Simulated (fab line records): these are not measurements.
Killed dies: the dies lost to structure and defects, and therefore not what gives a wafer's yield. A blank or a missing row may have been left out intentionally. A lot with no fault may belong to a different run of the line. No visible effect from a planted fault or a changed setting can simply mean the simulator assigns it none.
Matching of chambers / flow sky130 / SKY_VIA1_CMP_02 on cmp-02 has 4 sister chambers
The step polishes SiO2. 18 wafers are shown with their chamber, then 8 later ones without.

== WAFERS, EACH WITH ITS CHAMBER ==
wafer=L500.1; chamber=0; motor-current-A (A)=11.8
wafer=L500.4; chamber=1; motor-current-A (A)=11.9
wafer=L500.6; chamber=0; motor-current-A (A)=12.7
wafer=L504.2; chamber=1; motor-current-A (A)=11.8
wafer=L504.3; chamber=3; motor-current-A (A)=9.8
wafer=L504.4; chamber=0; motor-current-A (A)=11.5
wafer=L505.2; chamber=0; motor-current-A (A)=12.1
wafer=L505.3; chamber=1; motor-current-A (A)=11.6
wafer=L505.6; chamber=1; motor-current-A (A)=12.0
wafer=L509.2; chamber=3; motor-current-A (A)=10.5
wafer=L509.6; chamber=3; motor-current-A (A)=10.4
wafer=L517.1; chamber=1; motor-current-A (A)=11.3
wafer=L517.5; chamber=0; motor-current-A (A)=12.1
wafer=L517.6; chamber=1; motor-current-A (A)=12.1
wafer=L520.1; chamber=2; motor-current-A (A)=13.2
wafer=L520.2; chamber=1; motor-current-A (A)=11.4
wafer=L520.6; chamber=1; motor-current-A (A)=11.7
wafer=L519.2; chamber=3; motor-current-A (A)=9.8

SIGNATURES, as means of the wafers listed above
reading=motor-current-A; chamber 0=12.040; chamber 1=11.725; chamber 2=13.200; chamber 3=10.125; scatter within a chamber=0.356
Rule: for a wafer and a chamber, the distance is found by dividing, reading by reading, the gap between the wafer's reading and the chamber's mean by the reading's scatter, squaring, summing and taking the root. If the next closest chamber is less than 2 further off than the closest, the wafer can't be placed; otherwise it belongs to the closest. The scatter is the square root of a quotient: the sum, over the shown wafers, of each reading's squared deviation from its chamber's mean, divided by wafers minus chambers.

== WAFERS WITH NO CHAMBER GIVEN ==
wafer=L519.3; motor-current-A (A)=14.3
wafer=L519.5; motor-current-A (A)=14.0
wafer=L522.1; motor-current-A (A)=12.2
wafer=L522.2; motor-current-A (A)=13.8
wafer=L522.4; motor-current-A (A)=11.5
wafer=L523.1; motor-current-A (A)=11.0
wafer=L523.4; motor-current-A (A)=12.3
wafer=L523.5; motor-current-A (A)=12.0

== WHICH CHAMBER EACH ONE RAN IN ==
wafer=L519.3; from the rows above=2; in truth=2
wafer=L519.5; from the rows above=2; in truth=2
wafer=L522.1; from the rows above=can't be placed: 0 or 1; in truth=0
wafer=L522.2; from the rows above=2; in truth=2
wafer=L522.4; from the rows above=can't be placed: 1 or 0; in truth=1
wafer=L523.1; from the rows above=can't be placed: 1 or 3 or 0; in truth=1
wafer=L523.4; from the rows above=can't be placed: 0 or 1 or 2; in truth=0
wafer=L523.5; from the rows above=can't be placed: 0 or 1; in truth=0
Correct placement for 3 of the 8. Unplaceable from these rows: 5, with the true chamber sitting among the candidates in 5. Number placed wrongly: 0.
